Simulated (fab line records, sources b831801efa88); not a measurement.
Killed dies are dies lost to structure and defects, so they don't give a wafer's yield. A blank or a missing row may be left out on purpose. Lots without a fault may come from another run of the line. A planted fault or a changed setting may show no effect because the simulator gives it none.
A struck lot beside a sound one | flow sky130 | 14 steps out of a route of 708
Sound: wafers L414.1, L414.4, L414.5. Struck: wafers L408.2, L408.5, L408.6. The cause comes at the end.
At each step with rows: each side's tool, then ch and its chambers, then its first start. Under that, the readings that differ: sound wafers | struck wafers | difference of the means | sigmas: that difference in standard deviations of wafers without a fault.
alike: readings whose means differ by less than 2 such deviations, and words and numbers that are the same on both sides. not compared: withheld readings, readings that some wafer has no value for, bounds like >300 that may hide the same value, and numbers for which the record gives no deviation and whose values overlap.
The two part at a step that has a row with sigmas, a row that says differs or no value, or rows on one side only. Numbers that don't overlap but have no deviation are shown without sigmas and don't part them. A reading that every wafer of one side lacks parts them only if that side has two wafers or more.

first, 4 steps without rows for these wafers: SKY_LDD_HVP_SOFTBAKE_03 (time 60 s); SKY_LDD_HVP_EXPOSE_04 (exposes mask HVPTM, target cd 700 nm); SKY_LDD_HVP_PEB_05; SKY_LDD_HVP_DEVELOP_06 (develop time 60 s).
SKY_LDD_HVP_OVL_MEAS_07:
  sound on overlay-02, day 26 02:19; struck on overlay-01, day 24 01:40
  alike: LDD_HVP_OVL
then, 1 step without rows for these wafers: SKY_LDD_HVP_IMPLANT_08.
SKY_LDD_HVP_STRIP_09: strips in O2/N2.
  sound on plasma_asher-03 ch 0,1, day 26 02:29; struck on plasma_asher-02 ch 0,1, day 24 01:50
  reading               | sound             | struck            | difference | sigmas
  oes_product_au (a.u.) | 0.418 0.411 0.409 | 0.408 0.405 0.393 | -0.011     | -2
  alike: drypump_motor_current_A, strip_time_to_endpoint_s
  not compared: rf_hours_counter_h
SKY_LDD_HVP_TW_MEAS_10:
  sound on film_metro-04, day 26 02:35; struck on film_metro-03, day 24 01:57
  alike: LDD_HVP_TW
then, 4 steps without rows for these wafers: SKY_LDD_LDN_DEHYDRATE_00 (time 60 s); SKY_LDD_LDN_HMDS_01 (prime time 60 s); SKY_LDD_LDN_COAT_02 (resist thk 1140 nm); SKY_LDD_LDN_SOFTBAKE_03 (time 60 s).
SKY_LDD_LDN_EXPOSE_04: exposes mask LDNTM, target cd 700 nm.
  sound on iline_stepper-02 ch 0, day 26 17:31; struck on iline_stepper-01, day 24 16:50
  no value came back on the struck wafers for exposure_dose_mJ_cm2, focus_offset_nm (nm); on the sound wafers exposure_dose_mJ_cm2 reads 140.08 140.01 139.90
  alike: mask
then, 1 step without rows for these wafers: SKY_LDD_LDN_PEB_05.

WHERE THEY PART
First at SKY_LDD_HVP_STRIP_09; last, within this record, at SKY_LDD_LDN_EXPOSE_04.

WHY: what the simulator had put in
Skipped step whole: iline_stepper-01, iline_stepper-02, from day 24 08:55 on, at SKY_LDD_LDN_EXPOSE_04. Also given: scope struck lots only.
